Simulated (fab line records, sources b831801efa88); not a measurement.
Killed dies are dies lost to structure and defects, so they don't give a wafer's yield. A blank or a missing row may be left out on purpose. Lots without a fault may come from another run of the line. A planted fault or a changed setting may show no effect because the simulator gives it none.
fab line records | flow sky130
record lots=11 wafers=32 last_day=50
route steps=708 shown POLY_GATE@218 LDD_HVP@286 PAD_OPEN@708
lots that met no fault: from a run of the same line without faults
start_h: hours from the record's first day to the start of the lot's first wafer shown | wait_h: hours since the lot's step before | " the same as in the row above | L1.1+2: a row that stands for several wafers | - no value, or no start given | * or withheld: withheld | < > ~ a bound
route shown NAME@n: a module of which the file shows steps, and the number in the route of the first | usual: mean/standard deviation of fault-free wafers | same: alike in all rows | chamber/n: place in a boat | sites: the reading at each site | _std_site: their standard deviation | _edge_site: outer sites' mean less inner sites' | radius_mm: how far each site lies from the wafer's centre | mask NAME#n: copy n | behind: the tool/chamber that last shaped the wafer | hold: why the lot was held/for how many hours/how that ended | device: the transistor (n, p or np) that didn't switch | end of line: the same wafers' tests at the end of the route | a step without rows: its recipe alone | killed: dies lost to structure and defects at the first sort, not the wafer's yield | map: a wafer's dies, x killed, . not, _ none there
set.NAME: the setting as run; set.NAME@STEP: as run at that earlier step | model.NAME: the simulator's own value behind a step, which no gauge read
steps of the route over a sample of lots; a table a step, a row a wafer
services: from which hour (start_h, from the record's first day; less than 0 if before it) a tool's chamber was out of use, for how many hours, and why
## steps
# step SKY_POLY_GATE_THK_MEAS_04
# recipe reads=Si3N4_of_POLY_GATE_CVD_03
# usual POLY_GATE_CVD_03_THK=74.4/0.86
# columns lot.wafer tool chamber start_h wait_h POLY_GATE_CVD_03_THK[nm]
L361.1 film_metro-03 - 366.71 0.0 73.8
L361.4 " - " " 73.7
L361.6 " - " " 73.8
L363.1 film_metro-03 - 391.14 0.0 74.4
L363.3 " - " " 74.5
L363.5 " - " " 74.5
L365.1 film_metro-03 - 413.52 0.0 75.2
L365.4 " - " " 75.6
L365.6 " - " " 75.4
L366.1 film_metro-01 - 422.69 0.0 73.7
L366.2 " - " " 72.9
L366.5 " - " " 72.9
L369.2 film_metro-01 - 448.67 0.0 73.9
L369.4 " - " " 74.3
L369.5 " - " " 74.3
L370.4 film_metro-03 - 453.36 0.0 73.5
L370.6 " - " " 72.9
L375.1 film_metro-04 - 491.71 0.0 75.1
L375.3 " - " " 75.1
L375.6 " - " " 75.9
L376.4 film_metro-04 - 501.71 0.0 73.3
L376.5 " - " " 73.7
L376.6 " - " " 73.3
L378.1 film_metro-03 - 513.18 0.0 74.6
L378.4 " - " " 74.6
L378.5 " - " " 74.7
L380.2 film_metro-01 - 529.79 0.0 75.1
L380.4 " - " " 75.0
L380.5 " - " " 75.0
L381.1 film_metro-04 - 536.38 0.0 75.0
L381.3 " - " " 75.1
L381.6 " - " " 75.8
# step SKY_POLY_GATE_ETCH_16
# recipe stop_on=poly-Si chemistry=CH3F/O2 target=Si3N4 source_w=400 bias_w=80 pressure_mtorr=25 ch3f_flow_sccm=40 O2_flow_sccm=30 time_s=147.5 target_depth_a=750
# usual drypump_motor_current_A=5.8/0.55 oes_product_au=0.638/0.0058 rf_fwd_power_W=398.4/1.4 throttle_valve_pct=10.534/0.0094
# same time_s=147.5
# columns lot.wafer tool chamber start_h wait_h drypump_motor_current_A oes_product_au rf_fwd_power_W rf_hours_counter_h throttle_valve_pct
L361.1 rie_diel-04 1 395.00 0.0 6.1 0.643 396.0 103 10.519
L361.4 " 2 " " 5.5 0.638 398.7 6 10.530
L361.6 " 0 " " 6.3 0.630 399.2 - 10.544
L363.1 rie_diel-04 1 421.10 0.0 6.1 0.642 396.9 104 10.553
L363.3 " 0 " " 6.2 0.636 399.7 22 10.536
L363.5 " 2 " " 5.6 0.641 399.3 - 10.538
L365.1 rie_diel-04 0 443.84 0.0 6.3 0.640 399.9 23 10.534
L365.4 " 3 " " 4.7 0.640 399.2 28 10.549
L365.6 " 3 " " 4.7 0.649 398.7 - 10.541
L366.1 rie_diel-04 3 453.70 0.0 4.7 0.638 397.3 28 10.527
L366.2 " 1 " " 6.1 0.637 398.5 0 10.533
L366.5 " 1 " " 6.1 0.634 397.9 - 10.530
L369.2 rie_diel-01 0 478.84 0.0 5.2 0.636 396.7 16 10.523
L369.4 " 1 " " 6.2 0.634 398.1 - 10.534
L369.5 " 0 " " 5.2 0.640 396.6 - 10.515
L370.4 rie_diel-04 2 484.30 0.0 5.6 0.640 398.8 8 10.531
L370.6 " 2 " " 5.6 0.640 398.8 - 10.534
L375.1 rie_diel-04 1 523.05 0.0 6.1 0.636 396.3 2 10.524
L375.3 " 0 " " 6.2 0.649 397.0 24 10.545
L375.6 " 2 " " 5.6 0.643 400.3 - 10.549
L376.4 rie_diel-01 0 532.75 0.0 5.2 0.634 399.3 17 10.536
L376.5 " 0 " " 5.1 0.633 400.2 - 10.531
L376.6 " 3 " " 6.1 0.631 401.3 - 10.542
L378.1 rie_diel-04 1 544.14 0.0 6.1 0.634 397.2 2 10.533
L378.4 " 1 " " 6.1 0.626 397.8 - 10.528
L378.5 " 3 " " 4.7 0.639 398.2 - 10.541
L380.2 rie_diel-02 0 559.99 0.0 5.7 0.638 398.2 11 10.549
L380.4 " 2 " " 5.5 0.639 398.6 2 10.538
L380.5 " 3 " " 6.6 0.648 398.6 - 10.531
L381.1 rie_diel-01 2 566.80 0.0 6.1 0.635 399.3 56 10.523
L381.3 " 3 " " 6.1 0.646 402.7 11 10.541
L381.6 " 1 " " 6.2 0.637 397.4 - 10.554
# step SKY_POLY_GATE_STRIP_18
# recipe chemistry=O2/N2 power_w=1400 pressure_mtorr=1500 platen_temp_c=withheld o2_flow_sccm=3000 n2_flow_sccm=300 overash_fraction=0.5
# usual drypump_motor_current_A=5.74/0.23 o2_flow_sccm=3000/9 oes_product_au=0.361/0.0049 strip_time_to_endpoint_s=3.16/0.055
# columns lot.wafer tool chamber start_h wait_h drypump_motor_current_A o2_flow_sccm oes_product_au rf_hours_counter_h strip_time_to_endpoint_s
L361.1 plasma_asher-02 0 395.16 0.0 5.74 2986 0.357 71 3.15
L361.4 " 0 " " 5.73 2991 0.366 - 3.21
L361.6 " 0 " " 5.72 2990 0.357 - 3.19
L363.1 plasma_asher-03 1 421.25 0.0 5.56 3001 0.364 60 3.14
L363.3 " 0 " " 5.51 3011 0.367 - 3.18
L363.5 " 0 " " 5.50 3004 0.360 - 3.16
L365.1 plasma_asher-03 0 444.00 0.0 5.49 2997 0.360 62 3.11
L365.4 " 0 " " 5.50 3004 0.367 - 3.22
L365.6 " 0 " " 5.48 3000 0.361 - 3.19
L366.1 plasma_asher-01 1 453.85 0.0 5.69 2998 0.360 78 3.23
L366.2 " 0 " " 5.93 3015 0.366 78 3.22
L366.5 " 1 " " 5.68 3008 0.357 - 3.21
L369.2 plasma_asher-03 0 479.00 0.0 5.48 3014 0.366 66 3.10
L369.4 " 1 " " 5.51 3002 0.362 - 3.17
L369.5 " 1 " " 5.56 3005 0.362 - 3.07
L370.4 plasma_asher-03 0 484.49 0.1 5.50 3007 0.368 - 3.16
L370.6 " 0 " " 5.49 3014 0.357 - 3.17
L375.1 plasma_asher-03 0 523.21 0.0 5.49 2998 0.370 70 3.24
L375.3 " 0 " " 5.50 2990 0.368 - 3.13
L375.6 " 1 " " 5.54 2996 0.353 - 3.14
L376.4 plasma_asher-03 0 532.94 0.1 5.51 2988 0.360 - 3.10
L376.5 " 0 " " 5.50 2992 0.357 - 3.11
L376.6 " 1 " " 5.52 3011 0.358 - 3.19
L378.1 plasma_asher-01 1 544.30 0.0 5.68 3012 0.368 88 3.22
L378.4 " 1 " " 5.69 3008 0.366 - 3.22
L378.5 " 0 " " 5.94 2992 0.355 - 3.21
L380.2 plasma_asher-01 1 560.15 0.0 5.69 2984 0.361 89 3.10
L380.4 " 0 " " 5.94 2991 0.357 - 3.14
L380.5 " 0 " " 5.95 3012 0.360 - 3.17
L381.1 plasma_asher-03 1 566.95 0.0 5.57 2987 0.357 75 3.11
L381.3 " 1 " " 5.57 2994 0.363 - 3.15
L381.6 " 0 " " 5.49 3010 0.368 - 3.09
# step SKY_LDD_HVP_IMPLANT_08
# recipe species=B energy_kev=20 dose_cm2=1.7e+13 tilt_deg=17.9
# usual dose_ions_cm2=1.6997e+13/1.8e+10 faraday_current_uA=96.0/1.9
# columns lot.wafer tool chamber start_h wait_h dose_ions_cm2 faraday_current_uA
L361.1 implanter-02 0 520.15 0.0 1.7047e+13 93.8
L361.4 " 0 " " 1.7004e+13 98.9
L361.6 " 0 " " 1.7021e+13 98.0
L363.1 implanter-01 0 549.14 0.0 1.7016e+13 95.6
L363.3 " 0 " " 1.7028e+13 95.8
L363.5 " 0 " " 1.701e+13 96.0
L365.1 implanter-02 0 569.29 0.0 1.6979e+13 95.2
L365.4 " 0 " " 1.6994e+13 94.2
L365.6 " 0 " " 1.6989e+13 100.5
L366.1 implanter-02 0 577.15 0.0 1.7014e+13 97.1
L366.2 " 0 " " 1.6988e+13 95.0
L366.5 " 0 " " 1.7028e+13 92.9
L369.2 implanter-01 0 601.47 0.0 1.7018e+13 94.8
L369.4 " 0 " " 1.699e+13 92.9
L369.5 " 0 " " 1.6997e+13 95.9
L370.4 implanter-04 0 606.82 0.1 1.7018e+13 96.4
L370.6 " 0 " " 1.7053e+13 97.4
L375.1 implanter-02 0 643.45 0.0 1.5347e+13 89.4
L375.3 " 0 " " 1.5366e+13 86.3
L375.6 " 0 " " 1.5374e+13 85.0
L376.4 implanter-02 0 653.27 0.1 1.5397e+13 86.3
L376.5 " 0 " " 1.5362e+13 88.2
L376.6 " 0 " " 1.5358e+13 85.6
L378.1 implanter-04 0 662.40 0.0 1.6978e+13 94.5
L378.4 " 0 " " 1.7003e+13 98.5
L378.5 " 0 " " 1.6995e+13 94.4
L380.2 implanter-04 0 677.47 0.0 1.7016e+13 94.6
L380.4 " 0 " " 1.7007e+13 97.0
L380.5 " 0 " " 1.6992e+13 96.9
L381.1 implanter-04 0 684.94 0.0 1.6984e+13 98.3
L381.3 " 0 " " 1.7025e+13 91.7
L381.6 " 0 " " 1.7e+13 96.4
# step SKY_LDD_HVP_TW_MEAS_10
# usual LDD_HVP_TW=455/3.2
# columns lot.wafer tool chamber start_h wait_h hold LDD_HVP_TW
L361.1 film_metro-04 - 520.40 0.1 - 455
L361.4 " - " " - 456
L361.6 " - " " - 450
L363.1 film_metro-02 - 549.39 0.1 - 453
L363.3 " - " " - 455
L363.5 " - " " - 457
L365.1 film_metro-02 - 569.54 0.1 - 456
L365.4 " - " " - 457
L365.6 " - " " - 456
L366.1 film_metro-04 - 577.40 0.1 - 451
L366.2 " - " " - 449
L366.5 " - " " - 455
L369.2 film_metro-03 - 601.71 0.1 - 463
L369.4 " - " " - 462
L369.5 " - " " - 459
L370.4 film_metro-03 - 607.03 0.1 - 462
L370.6 " - " " - 459
L375.1 film_metro-02 - 643.70 0.1 await_dispo/0.2h/release 443
L375.3 " - " " await_dispo/0.2h/release 440
L375.6 " - " " await_dispo/0.2h/release 441
L375.1 film_metro-02 - 643.92 0.2 - 440
L375.3 " - " " - 443
L375.6 " - " " - 443
L376.4 film_metro-04 - 653.48 0.1 await_dispo/0.2h/release 442
L376.5 " - " " await_dispo/0.2h/release 440
L376.6 " - " " await_dispo/0.2h/release 441
L376.4 film_metro-04 - 653.70 0.2 - 440
L376.5 " - " " - 441
L376.6 " - " " - 443
L378.1 film_metro-03 - 662.65 0.1 - 459
L378.4 " - " " - 457
L378.5 " - " " - 457
L380.2 film_metro-04 - 677.71 0.1 - 453
L380.4 " - " " - 453
L380.5 " - " " - 453
L381.1 film_metro-02 - 685.19 0.1 - 450
L381.3 " - " " - 451
L381.6 " - " " - 451
# step SKY_PAD_OPEN_PROBE_99
# usual killed_at_M0_to_M3=43/6.3 killed_at_M4_up=3.0/1.6 killed_at_contacts=25/5 killed_at_front_end=15/4.4 killed_at_other=0.3/0.8 killed_dies=85/8.7 killed_open=47/6.9 killed_short=38/6.3
# same gross_dies=492 killed_at_back_side=0
# columns lot.wafer tool chamber start_h wait_h killed_at_M0_to_M3 killed_at_M4_up killed_at_contacts killed_at_front_end killed_at_other killed_dies killed_open killed_short
L361.1 prober-02 - 1093.67 0.1 51 4 21 15 1 92 52 40
L361.4 prober-02 - 1093.82 0.2 44 1 27 14 0 86 50 36
L361.6 prober-02 - 1093.92 0.2 28 1 24 19 0 72 45 27
L370.4 prober-01 - 1153.52 0.2 42 4 26 18 1 91 53 38
L370.6 prober-01 - 1153.62 0.2 37 0 18 18 0 73 42 31
L375.1 prober-01 - 1175.78 0.1 38 3 28 12 58 139 49 32
L376.4 prober-01 - 1179.51 0.2 37 1 27 14 1 80 48 32
L376.5 prober-01 - 1179.56 0.2 38 3 34 11 0 86 49 37
L376.6 prober-01 - 1179.61 0.2 45 3 23 17 0 88 49 39
# killed by level:class
L361.1 VIA1:geometric_particle:open=18 CONTACT:geometric_particle:open=8 FIELD_ISO:geometric_particle:open=7 CONTACT:geometric_particle:short=6 METAL1:geometric_particle:short=6 LI_CONTACT:geometric_particle:open=5 METAL2:geometric_particle:short=5 VIA2:geometric_particle:open=5
L361.4 LI_CONTACT:geometric_particle:open=10 VIA2:geometric_particle:open=9 CONTACT:geometric_particle:open=7 METAL2:geometric_particle:short=7 VIA3:geometric_particle:open=6 VIA1:geometric_particle:open=6 FIELD_ISO:geometric_particle:short=5 LI_CONTACT:geometric_particle:short=5
L361.6 CONTACT:geometric_particle:open=7 VIA1:geometric_particle:open=7 LI_CONTACT:geometric_particle:open=6 VIA3:geometric_particle:open=6 FIELD_ISO:geometric_particle:open=5 FIELD_ISO:geometric_particle:short=5 POLY_GATE:geometric_particle:open=4 METAL2:geometric_particle:short=4
L370.4 CONTACT:geometric_particle:open=10 VIA3:geometric_particle:open=10 VIA1:geometric_particle:open=9 VIA2:geometric_particle:open=6 FIELD_ISO:geometric_particle:short=5 CONTACT:geometric_particle:short=5 LI_CONTACT:geometric_particle:open=4 FIELD_ISO:geometric_particle:open=4
L370.6 VIA1:geometric_particle:open=11 FIELD_ISO:geometric_particle:open=7 METAL2:geometric_particle:short=7 CONTACT:geometric_particle:open=6 CONTACT:geometric_particle:short=5 VIA2:geometric_particle:open=5 LI_CONTACT:geometric_particle:open=4 POLY_GATE:geometric_particle:short=4
L375.1 PAD_OPEN:area_etch=58 CONTACT:geometric_particle:open=13 VIA1:geometric_particle:open=7 FIELD_ISO:geometric_particle:open=6 CONTACT:geometric_particle:short=6 VIA2:geometric_particle:open=6 VIA3:geometric_particle:open=6 LI_CONTACT:geometric_particle:open=4
L376.4 LI_CONTACT:geometric_particle:open=11 VIA1:geometric_particle:open=10 CONTACT:geometric_particle:short=6 VIA1:geometric_particle:short=6 VIA2:geometric_particle:open=5 CONTACT:geometric_particle:open=5 FIELD_ISO:geometric_particle:open=4 METAL1:geometric_particle:short=4
L376.5 CONTACT:geometric_particle:open=10 CONTACT:geometric_particle:short=10 VIA2:geometric_particle:open=7 VIA3:geometric_particle:open=7 LI_CONTACT:geometric_particle:open=6 VIA1:geometric_particle:open=6 POLY_GATE:geometric_particle:open=4 LOCAL_INTERCONNECT:geometric_particle:short=4
L376.6 VIA2:geometric_particle:open=12 LI_CONTACT:geometric_particle:open=7 CONTACT:geometric_particle:open=7 VIA3:geometric_particle:open=7 VIA1:geometric_particle:open=6 FIELD_ISO:geometric_particle:short=5 LOCAL_INTERCONNECT:geometric_particle:short=5 METAL1:geometric_particle:short=5
## services
# columns tool chamber start_h hours kind
implanter-02 - 397.01 4.7 pm
implanter-04 - 399.97 9.5 repair
rie_diel-04 - 418.32 0.6 repair
plasma_asher-02 - 421.25 9.0 pm
rie_diel-01 3 432.41 3.6 repair
implanter-04 - 443.29 1.8 repair
implanter-02 - 470.32 4.5 repair
rie_diel-01 3 473.88 6.0 repair
rie_diel-02 2 475.83 1.4 repair
plasma_asher-02 - 476.85 0.5 repair
implanter-02 - 501.86 3.3 repair
rie_diel-02 2 517.71 13.2 repair
plasma_asher-02 - 522.21 6.2 repair
implanter-02 - 535.67 1.9 repair
rie_diel-04 2 538.80 7.9 repair
implanter-04 - 577.14 1.4 repair
rie_diel-02 - 593.77 0.2 repair
rie_diel-02 3 617.20 6.2 repair
implanter-01 - 622.27 0.9 repair
implanter-02 - 622.90 2.9 repair
rie_diel-04 0 636.15 14.0 repair
implanter-04 - 651.91 8.9 repair
rie_diel-01 0 653.60 7.0 repair
implanter-01 - 675.67 3.5 pm
## key
first_sign step=SKY_LDD_HVP_IMPLANT_08 reading=dose_ions_cm2 direction=down sigmas=89 usual=* struck=*
effect step=SKY_LDD_HVP_IMPLANT_08 reading=faraday_current_uA direction=down sigmas=4.8 usual=96.0 struck=86.8
effect step=SKY_LDD_HVP_TW_MEAS_10 reading=visit direction=added
met_at SKY_LDD_HVP_IMPLANT_08
struck_lots L375,L376
tester_left_out L375,L376
baseline_loss step=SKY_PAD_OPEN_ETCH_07 wafers=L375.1
not_acting_at SKY_POLY_GATE_THK_MEAS_04,SKY_POLY_GATE_ETCH_16,SKY_POLY_GATE_STRIP_18
onset_between 577.15 643.45
fault kind=process_parameter_drift tool=implanter-02 chamber=- onset_h=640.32 steps=SKY_LDD_HVP_IMPLANT_08 channel=dose_cm2 offset=* shape=step end_h=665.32 acts_in=* stated=*
# tester_left_out: of these lots the tester's yield and bins aren't shown, on N5 and GAA mostly nor the transistor test; their killed dies are dies lost to structure and defects alone, not to doping, threshold or leakage, so they don't give the yield
# baseline_loss: these wafers lose ten dies or more at that step, a loss of the line's own and not of a fault; the sort's usual values leave them out
